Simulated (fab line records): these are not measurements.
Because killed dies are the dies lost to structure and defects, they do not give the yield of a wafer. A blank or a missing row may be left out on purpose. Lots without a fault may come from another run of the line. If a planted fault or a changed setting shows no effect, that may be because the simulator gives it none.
One fault seen from 2 desks / flow sky130 / only its own numbers are on each desk; what lay behind them is given at the end

== THE TOOL OWNER'S DESK: pvd sputter-03 ==
At SKY_VIA4_SPUTTER_17 (material TiN, target thk 20 nm, time 80 s) the tool's own readings: per lot run on this tool, the mean of the sampled wafers that have a number. If a lot's mean is further than 4 standard deviations from the usual mean, the lot is out of limits and carries the mark OUT (the distance appears in the brackets).
Columns: A = cathode dc power W at SKY_VIA4_SPUTTER_17, usual 4000.0 W; B = throttle valve pct at SKY_VIA4_SPUTTER_17, usual 29.8 %
lot=L993; first seen here=day 44 14:04; A=4000.5; B=30.0
lot=L103; first seen here=day 47 03:19; A=3540.5 (-99 or more) OUT; B=30.0
lot=L105; first seen here=day 47 08:55; A=3539.8 (-99 or more) OUT; B=30.3
lot=L107; first seen here=day 48 00:59; A=3540.7 (-99 or more) OUT; B=30.0
This desk finds L103, L105, L107 out of limits, L103 being first, at day 47 03:19 (cathode dc power W at SKY_VIA4_SPUTTER_17). L993: within limits.

== FROM THE METROLOGY DESK ==
Lot by lot, what the gauges showed, no matter which tool ran the lot: averages of those sampled wafers that carry a number. If a lot's mean is further than 4 standard deviations from the usual mean, the lot is out of limits and carries the mark OUT (the distance appears in the brackets).
Columns: A = VIA4_OVL at SKY_VIA4_OVL_MEAS_11, usual 0.0 nm
lot=L993; first seen here=day 44 13:19; A=0.7
lot=L995; first seen here=day 44 14:14; A=0.7
lot=L103; first seen here=day 47 02:38; A=0.2
lot=L105; first seen here=day 47 08:13; A=-0.7
lot=L107; first seen here=day 48 00:17; A=0.6
lot=L111; first seen here=day 48 11:23; A=-0.7
lot=L108; first seen here=day 48 11:31; A=0.2
This desk's finding: nothing out of limits on any of the 7 lots.

== PUT TOGETHER ==
The tool owner's desk had the chance to raise an alarm at day 47 03:19 on L103, L105, L107.
The metrology desk saw nothing out of limits.
The metrology desk has L103, L105, L107 on record, within its limits.
Every lot named ran SKY_VIA4_SPUTTER_17 on pvd sputter-03.

== WHAT THE SIMULATOR HAD PUT IN ==
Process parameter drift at SKY_VIA4_SPUTTER_17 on pvd sputter-03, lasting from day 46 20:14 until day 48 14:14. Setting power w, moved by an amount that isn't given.
Shown lots that were struck: L103, L105, L107.
Each desk's first reading out of limits, in hours after the fault started: the tool owner's desk, 7.
